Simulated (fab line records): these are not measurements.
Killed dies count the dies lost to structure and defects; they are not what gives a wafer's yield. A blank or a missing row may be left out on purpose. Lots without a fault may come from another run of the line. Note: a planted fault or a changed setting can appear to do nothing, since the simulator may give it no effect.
fab line records    flow sfqLine
[record] lots = 14  wafers = 42  lastDay = 81
route steps=325 shown M0@38 M3@131 M4@155 I4@173
lots untouched by any fault: they come from a run of this same line in which no faults occurred
startH: hours from the record's first day to the start of the lot's first wafer shown    waitH: hours from the lot's prior step to this one    " as in the row above    L1.1+2: a single row standing in for several wafers    - value missing, or start not given    * or withheld: withheld    < > ~ a bound
route shown NAME@n: NAME is a module with steps in the file, n the number in the route of the first one    usual: the fault-free wafers' mean and standard deviation    same: alike in all rows    chamber/n: place in a boat    sites: the reading at each site    _std_site: standard deviation across them    _edge_site: mean of outer sites minus mean of inner sites    radiusMm: for every site, how far away it sits from the centre of the wafer    mask NAME#n: copy n    behind: tool/chamber where the wafer was last shaped    hold: cause of the lot's hold/its duration in hours/its outcome    device: which transistor (n, p or np) failed to switch    end of line: at the end of the route, the tests of the same wafers    a step without rows: its recipe alone    killed: dies lost to structure and defects at the first sort, not the wafer's yield    map: a wafer's dies, marking killed ones x, the rest . and places with no die _
set.NAME: the setting that was run; set.NAME@STEP: the one run at that earlier step    model.NAME: the simulator's own value behind a step, which no gauge read
steps of the route over a sample of lots; a table a step, a row a wafer
services: the hour from which a tool's chamber was out of use, counted from the record's first day as startH (under 0 if before that day), plus the number of hours and why
[[steps]]
[step SFQ_M0_OVL_MEAS_906]
[usual] M0_OVL = -2/6.7
lot.wafer  tool        chamber  startH  waitH  M0_OVL[nm]
L441.4     overlay-01  -        269.94  0.1    5
L441.5     "           -        "       "      -1
L441.6     "           -        "       "      3
L442.3     overlay-01  -        277.14  0.1    3
L442.4     "           -        "       "      10
L442.5     "           -        "       "      -4
L443.3     overlay-01  -        289.14  0.1    1
L443.4     "           -        "       "      -3
L443.6     "           -        "       "      4
L444.1     overlay-02  -        292.72  0.1    -5
L444.2     "           -        "       "      -1
L444.4     "           -        "       "      -1
L445.3     overlay-01  -        302.34  0.1    5
L445.5     "           -        "       "      1
L445.6     "           -        "       "      -1
L450.1     overlay-01  -        342.11  0.1    -1
L450.3     "           -        "       "      -1
L450.5     "           -        "       "      0
L453.3     overlay-02  -        362.53  0.1    -1
L453.4     "           -        "       "      1
L453.6     "           -        "       "      -8
L454.2     overlay-02  -        373.32  0.1    3
L454.5     "           -        "       "      -3
L454.6     "           -        "       "      -4
L455.1     overlay-02  -        389.62  0.1    -4
L455.4     "           -        "       "      -10
L455.6     "           -        "       "      -11
L456.2     overlay-01  -        394.42  0.1    -8
L456.4     "           -        "       "      -5
L456.6     "           -        "       "      4
L460.2     overlay-01  -        434.06  0.1    6
L460.3     "           -        "       "      1
L460.5     "           -        "       "      -1
L462.3     overlay-02  -        453.13  0.1    -5
L462.4     "           -        "       "      -5
L462.5     "           -        "       "      -7
L463.3     overlay-01  -        459.01  0.1    -3
L463.5     "           -        "       "      2
L463.6     "           -        "       "      0
L464.2     overlay-02  -        467.40  0.1    -11
L464.3     "           -        "       "      -13
L464.6     "           -        "       "      -7
[step SFQ_TRILAYER_M3_STRIP_STRIP_079]
[recipe] gas = O2  powerW = 200  platenTempC = 40  overashFraction = 0.65  chemistry = O2  pressureMtorr = 50
[usual] chamberPressureMTorr = 50.01/0.047  drypumpMotorCurrentA = 6.04/0.28  oesProductAu = 0.995/0.0074  platenTempC = 39.99/0.13
[same] overashFraction = 0.65
lot.wafer  tool         chamber  startH   waitH  chamberPressureMTorr  drypumpMotorCurrentA  oesProductAu  platenTempC  rfHoursCounterH
L441.4     rieMetal-03  0        861.73   0.3    50.02                 5.76                  0.998         39.89        -
L441.5     "            0        "        "      50.05                 5.74                  1.004         40.02        -
L441.6     "            1        "        "      49.98                 6.32                  0.992         40.00        -
L442.3     rieMetal-03  1        870.00   0.2    50.00                 6.32                  0.994         40.08        -
L442.4     "            0        "        "      49.98                 5.72                  1.009         40.22        -
L442.5     "            1        "        "      50.02                 6.33                  1.008         40.09        -
L443.3     rieMetal-03  1        872.40   0.2    50.05                 6.31                  0.989         39.91        -
L443.4     "            0        "        "      50.00                 5.73                  1.011         40.04        -
L443.6     "            1        "        "      50.01                 6.33                  0.995         40.12        -
L444.1     rieMetal-03  1        874.60   0.1    49.98                 6.30                  0.999         40.19        90
L444.2     "            0        "        "      49.95                 5.73                  1.007         40.02        102
L444.4     "            0        "        "      49.93                 5.72                  0.994         40.04        -
L445.3     rieMetal-01  1        881.07   0.2    49.97                 5.80                  0.996         40.18        -
L445.5     "            1        "        "      49.96                 5.80                  1.003         40.10        -
L445.6     "            0        "        "      50.06                 5.69                  0.998         40.04        -
L450.1     rieMetal-03  1        946.04   0.1    50.05                 6.34                  0.987         39.56        97
L450.3     "            1        "        "      49.94                 6.33                  0.995         39.76        -
L450.5     "            0        "        "      49.93                 5.75                  0.995         39.92        -
L453.3     rieMetal-01  1        963.04   0.2    50.07                 5.79                  0.999         40.07        -
L453.4     "            0        "        "      50.02                 5.70                  1.008         40.17        -
L453.6     "            0        "        "      50.03                 5.68                  0.998         40.25        -
L454.2     rieMetal-02  0        974.84   0.1    50.09                 6.35                  1.004         40.14        24
L454.5     "            1        "        "      49.97                 6.22                  0.998         39.94        -
L454.6     "            0        "        "      49.97                 6.37                  0.993         40.15        -
L455.1     rieMetal-02  0        983.24   0.1    50.04                 6.41                  0.993         39.87        26
L455.4     "            1        "        "      50.00                 6.21                  0.989         40.09        -
L455.6     "            1        "        "      50.01                 6.20                  0.996         39.86        -
L456.2     rieMetal-03  1        988.13   0.1    49.97                 6.33                  0.987         39.83        104
L456.4     "            0        "        "      49.99                 5.72                  1.010         40.18        -
L456.6     "            1        "        "      49.97                 6.33                  0.999         39.89        -
L460.2     rieMetal-01  1        1026.48  0.4    49.97                 5.80                  0.994         39.82        -
L460.3     "            1        "        "      50.02                 5.82                  0.996         39.92        -
L460.5     "            1        "        "      50.04                 5.80                  0.994         39.83        -
L462.3     rieMetal-01  0        1151.23  0.5    49.99                 5.69                  1.011         40.08        -
L462.4     "            0        "        "      50.03                 5.71                  1.008         39.84        -
L462.5     "            0        "        "      50.01                 5.69                  0.999         39.85        -
L463.3     rieMetal-03  0        1193.95  0.2    49.90                 5.74                  1.009         39.85        -
L463.5     "            1        "        "      50.04                 6.32                  0.982         39.83        -
L463.6     "            0        "        "      49.95                 5.74                  0.992         40.19        -
L464.2     rieMetal-02  0        1197.35  0.1    50.01                 6.39                  0.987         39.93        60
L464.3     "            0        "        "      49.99                 6.36                  0.994         40.07        -
L464.6     "            1        "        "      49.96                 6.20                  0.993         40.00        -
[step SFQ_TRILAYER_M4_LITHO_EXPOSE_094]
[recipe] maskId = M4  na = 0.6  sourceShape = conventional  sigmaOuter = 0.65  targetCdNm = 500  doseMj = 14.4
[usual] exposureDoseMJCm2 = 14.402/0.015
lot.wafer  tool           chamber  startH   waitH  mask  exposureDoseMJCm2
L441.4     krfScanner-02  0        877.35   -      M4#0  14.410
L441.5     "              0        "        "      M4#0  14.401
L441.6     "              0        "        "      M4#0  14.405
L442.3     krfScanner-02  0        1136.12  -      M4#0  14.417
L442.4     "              0        "        "      M4#0  14.425
L442.5     "              0        "        "      M4#0  14.419
L443.3     krfScanner-02  0        1138.52  -      M4#0  14.384
L443.4     "              0        "        "      M4#0  14.407
L443.6     "              0        "        "      M4#0  14.409
L444.1     krfScanner-02  0        1139.32  -      M4#0  14.399
L444.2     "              0        "        "      M4#0  14.396
L444.4     "              0        "        "      M4#0  14.396
L445.3     krfScanner-02  0        1145.72  -      M4#0  14.393
L445.5     "              0        "        "      M4#0  14.422
L445.6     "              0        "        "      M4#0  14.391
L450.1     krfScanner-02  0        1187.32  -      M4#0  14.414
L450.3     "              0        "        "      M4#0  14.402
L450.5     "              0        "        "      M4#0  14.390
L453.3     krfScanner-01  0        1197.23  -      M4#0  15.029
L453.4     "              0        "        "      M4#0  15.002
L453.6     "              0        "        "      M4#0  15.020
L454.2     krfScanner-01  0        1206.63  -      M4#0  15.043
L454.5     "              0        "        "      M4#0  15.024
L454.6     "              0        "        "      M4#0  15.042
L455.1     krfScanner-01  0        1218.43  -      M4#0  15.042
L455.4     "              0        "        "      M4#0  15.050
L455.6     "              0        "        "      M4#0  15.054
L456.2     krfScanner-01  0        1222.23  -      M4#0  15.047
L456.4     "              0        "        "      M4#0  15.032
L456.6     "              0        "        "      M4#0  15.052
L460.2     krfScanner-02  0        1254.28  -      M4#0  14.422
L460.3     "              0        "        "      M4#0  14.408
L460.5     "              0        "        "      M4#0  14.416
L462.3     krfScanner-02  0        1297.64  -      M4#0  14.408
L462.4     "              0        "        "      M4#0  14.404
L462.5     "              0        "        "      M4#0  14.395
L463.3     krfScanner-02  0        1313.24  -      M4#0  14.408
L463.5     "              0        "        "      M4#0  14.415
L463.6     "              0        "        "      M4#0  14.393
L464.2     krfScanner-02  0        1322.64  -      M4#0  14.389
L464.3     "              0        "        "      M4#0  14.382
L464.6     "              0        "        "      M4#0  14.401
[step SFQ_I4_OVL_MEAS_928]
[usual] I4_OVL = 0/6.1
lot.wafer  tool        chamber  startH   waitH  I4_OVL[nm]
L441.4     overlay-01  -        1030.69  0.1    -4
L441.5     "           -        "        "      1
L441.6     "           -        "        "      -7
L442.3     overlay-01  -        1163.54  0.1    -1
L442.4     "           -        "        "      1
L442.5     "           -        "        "      0
L443.3     overlay-01  -        1164.74  0.1    1
L443.4     "           -        "        "      7
L443.6     "           -        "        "      9
L444.1     overlay-01  -        1168.33  0.1    -10
L444.2     "           -        "        "      -7
L444.4     "           -        "        "      -16
L445.3     overlay-01  -        1171.94  0.1    4
L445.5     "           -        "        "      -2
L445.6     "           -        "        "      -2
L450.1     overlay-02  -        1304.74  0.1    1
L450.3     "           -        "        "      10
L450.5     "           -        "        "      2
L453.3     overlay-02  -        1321.55  0.1    1
L453.4     "           -        "        "      -8
L453.6     "           -        "        "      -7
L454.2     overlay-02  -        1332.34  0.1    6
L454.5     "           -        "        "      -1
L454.6     "           -        "        "      3
L455.1     overlay-01  -        1340.74  0.1    -12
L455.4     "           -        "        "      -11
L455.6     "           -        "        "      -12
L456.2     overlay-01  -        1346.74  0.1    2
L456.4     "           -        "        "      1
L456.6     "           -        "        "      -6
L460.2     overlay-01  -        1382.97  0.1    -6
L460.3     "           -        "        "      0
L460.5     "           -        "        "      1
L462.3     overlay-01  -        1421.30  0.1    10
L462.4     "           -        "        "      11
L462.5     "           -        "        "      6
L463.3     overlay-02  -        1431.03  0.1    -1
L463.5     "           -        "        "      0
L463.6     "           -        "        "      4
L464.2     overlay-02  -        1434.62  0.1    3
L464.3     "           -        "        "      -3
L464.6     "           -        "        "      0
[[services]]
tool           chamber  startH   hours  kind
rieMetal-03    1        877.37   4.7    repair
krfScanner-01  -        877.68   5.8    repair
rieMetal-01    -        888.54   2.8    pm
krfScanner-02  -        888.75   1.0    pm
rieMetal-01    -        896.14   1.0    repair
krfScanner-01  -        902.65   36.0   pm
rieMetal-03    -        921.95   14.6   pm
krfScanner-02  -        938.77   0.8    pm
krfScanner-01  -        939.85   1.0    pm
krfScanner-01  -        940.85   4.4    pm
krfScanner-01  -        958.04   0.8    repair
krfScanner-01  -        968.49   1.3    pm
krfScanner-01  -        976.99   0.8    pm
krfScanner-02  -        992.32   11.6   pm
krfScanner-02  -        1012.27  1.3    pm
krfScanner-02  -        1060.77  1.0    pm
krfScanner-01  -        1064.14  3.0    pm
krfScanner-02  -        1079.77  0.8    pm
krfScanner-01  -        1083.94  1.0    pm
krfScanner-01  -        1143.34  1.3    pm
krfScanner-02  -        1188.52  1.3    pm
krfScanner-02  -        1226.67  1.0    pm
krfScanner-02  -        1249.28  0.8    pm
krfScanner-02  -        1255.28  3.6    pm
[[key]]
[firstSign] step = SFQ_TRILAYER_M4_LITHO_EXPOSE_094  reading = exposureDoseMJCm2  direction = up  sigmas = 42  usual = 14.402  struck = 15.037
effect none on later readings
metAt SFQ_TRILAYER_M4_LITHO_EXPOSE_094
struckLots L453,L454,L455,L456
notActingAt SFQ_M0_OVL_MEAS_906,SFQ_TRILAYER_M3_STRIP_STRIP_079,SFQ_I4_OVL_MEAS_928
[fault] kind = processParameterDrift  tool = krfScanner-01  chamber = -  onsetH = 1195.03  steps = SFQ_TRILAYER_M4_LITHO_EXPOSE_094  channel = doseMj  offset = 0.63584  shape = step  actsIn = theseRecipesOnly  stated = 14.4
